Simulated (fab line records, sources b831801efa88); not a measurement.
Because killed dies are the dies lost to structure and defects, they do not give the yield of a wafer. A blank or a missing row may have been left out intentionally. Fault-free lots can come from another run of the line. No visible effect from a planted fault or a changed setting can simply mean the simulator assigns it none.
Comparing a struck lot with a sound one / flow gf180mcu / 19 steps out of a route of 602
Sound: wafers L535.2, L535.3, L535.6. Struck: wafers L543.1, L543.5. (L543.6 of the same lot was not struck and is left out.) The cause comes at the end.
Each step with rows lists, per side, the tool, then ch with its chambers, then its first start. Under that, the readings that differ: sound wafers / struck wafers / difference of the means / sigmas: that difference in standard deviations of wafers without a fault.
alike: readings whose means differ by less than 2 such deviations, and words and numbers that are the same on both sides. not compared: withheld readings, readings that some wafer has no value for, bounds like >300 that may hide the same value, and numbers for which the record gives no deviation and whose values overlap.
The two part at a step that has a row with sigmas, a row that says differs or no value, or rows on one side only. When numbers do not overlap yet have no deviation, they are printed without sigmas and do not part them. Lack of a reading on every wafer of one side parts them only where that side has two or more wafers.

GF_V5_CMP_26: polishes, stops on SiO2, t overpolish 15 s, target thk 0 nm.
  sound on cmp-01 ch 0,2,3, day 27 05:20; struck on cmp-02 ch 2,3, day 29 16:30
  alike: motor-current-A, overpolish-run-s, slurry-filter-dp-kPa, time-to-endpoint-s
GF_TOP_METAL_SPUTTER_00: material Ti, target thk 37.5 nm, time 150 s.
  sound on pvd-sputter-02 at day 27 05:35; struck on pvd-sputter-04 at day 29 16:48
  alike: throttle-valve-pct
then, 1 step without rows for these wafers: GF_TOP_METAL_SPUTTER_01 (material TiN, target thk 30 nm, time 25 s).
GF_TOP_METAL_SPUTTER_02: material AlCu, target thk 900 nm, time 47.82 s.
  sound on pvd-sputter-02 at day 27 05:43; struck on pvd-sputter-04 at day 29 16:56
  alike: throttle-valve-pct
GF_TOP_METAL_SPUTTER_03: material Ti, target thk 5 nm, time 3.3 s.
  sound on pvd-sputter-02 at day 27 05:45; struck on pvd-sputter-04 at day 29 16:59
  alike: throttle-valve-pct
then, 1 step without rows for these wafers: GF_TOP_METAL_SPUTTER_04 (material TiN, target thk 25 nm, time 20.8 s).
GF_TOP_METAL_RS_MEAS_05: measures by four-point-probe.
  sound on film-metro-01 at day 27 05:49; struck on film-metro-02 at day 29 17:01
reading=TOP_METAL_ALCU_RS (ohm/sq); sound=0.0322 0.0317 0.0323; struck=0.0334 0.0331; difference=+0.0012; sigmas=+3
GF_TOP_METAL_THK_MEAS_06: measures by xrf.
  sound on film-metro-01 at day 27 05:56; struck on film-metro-02 at day 29 17:08
reading=TOP_METAL_ALCU_THK (nm); sound=937 957 939; struck=908 913; difference=-34; sigmas=-3
then, 4 steps without rows for these wafers: GF_TOP_METAL_DEHYDRATE_07 (time 60 s); GF_TOP_METAL_HMDS_08 (prime time 60 s); GF_TOP_METAL_COAT_09 (resist thk 1500 nm); GF_TOP_METAL_SOFTBAKE_10 (time 60 s).
GF_TOP_METAL_EXPOSE_11: exposes mask MetalTop, target cd 440 nm.
  sound on iline-stepper-01 ch 0, day 27 16:16; struck on iline-stepper-02 ch 0, day 30 03:02
  alike: mask
after that, 1 step had no rows for these wafers: GF_TOP_METAL_PEB_12.
GF_TOP_METAL_DEVELOP_13: develop time 58.92 s.
  sound on litho-track-01 ch 0, day 28 00:50; struck on litho-track-03 ch 0, day 30 11:31
reading=model.TOP_METAL.cd-nm (nm); sound=441.3 440.6 441.7; struck=313.4 313.6; difference=-127.7; sigmas=
GF_TOP_METAL_CD_MEAS_14: target cd 440 nm.
  sound on cd-sem-01 at day 28 00:59; struck on cd-sem-01 at day 30 11:40
reading=cd-nm (nm); sound=441.4 440.5 441.6; struck=313.3 313.5; difference=-127.8; sigmas=-56
GF_TOP_METAL_OVL_MEAS_15:
  sound on overlay-02 at day 28 01:05; struck on overlay-02 at day 30 11:47
  alike: TOP_METAL_OVL
GF_TOP_METAL_METAL_ETCH_16: etches the open film in Cl2/BCl3, stops on SiO2, target depth 1077.5 nm, time 179.6 s.
  sound on rie-metal-01 ch 0,1, day 28 01:07; struck on rie-metal-01 ch 0, day 30 11:49
reading=oes-product-au (a.u.); sound=0.977 0.979 0.972; struck=0.950 0.958; difference=-0.022; sigmas=-3
reading=throttle-valve-pct (%); sound=28.241 28.237 28.250; struck=28.276 28.266; difference=+0.028; sigmas=+3
reading=model.TOP_METAL.cd-nm (nm); sound=443.6 445.5 447.5; struck=316.3 316.5; difference=-129.1; sigmas=
  alike: bcl3-flow-sccm, drypump-motor-current-A
  not compared: rf-hours-counter-h
GF_TOP_METAL_STRIP_17: strips in O2/N2.
  sound on plasma-asher-02 ch 0,1, day 28 01:18; struck on plasma-asher-02 ch 0,1, day 30 11:59
  alike: drypump-motor-current-A, heater-power-w, oes-product-au, strip-time-to-endpoint-s
  not compared: rf-hours-counter-h

## WHERE THEY PART
First at GF_TOP_METAL_RS_MEAS_05; last, within this record, at GF_TOP_METAL_METAL_ETCH_16. Later steps at which nothing parts them and some readings are alike: GF_TOP_METAL_STRIP_17.

WHY: whatever the simulator had introduced
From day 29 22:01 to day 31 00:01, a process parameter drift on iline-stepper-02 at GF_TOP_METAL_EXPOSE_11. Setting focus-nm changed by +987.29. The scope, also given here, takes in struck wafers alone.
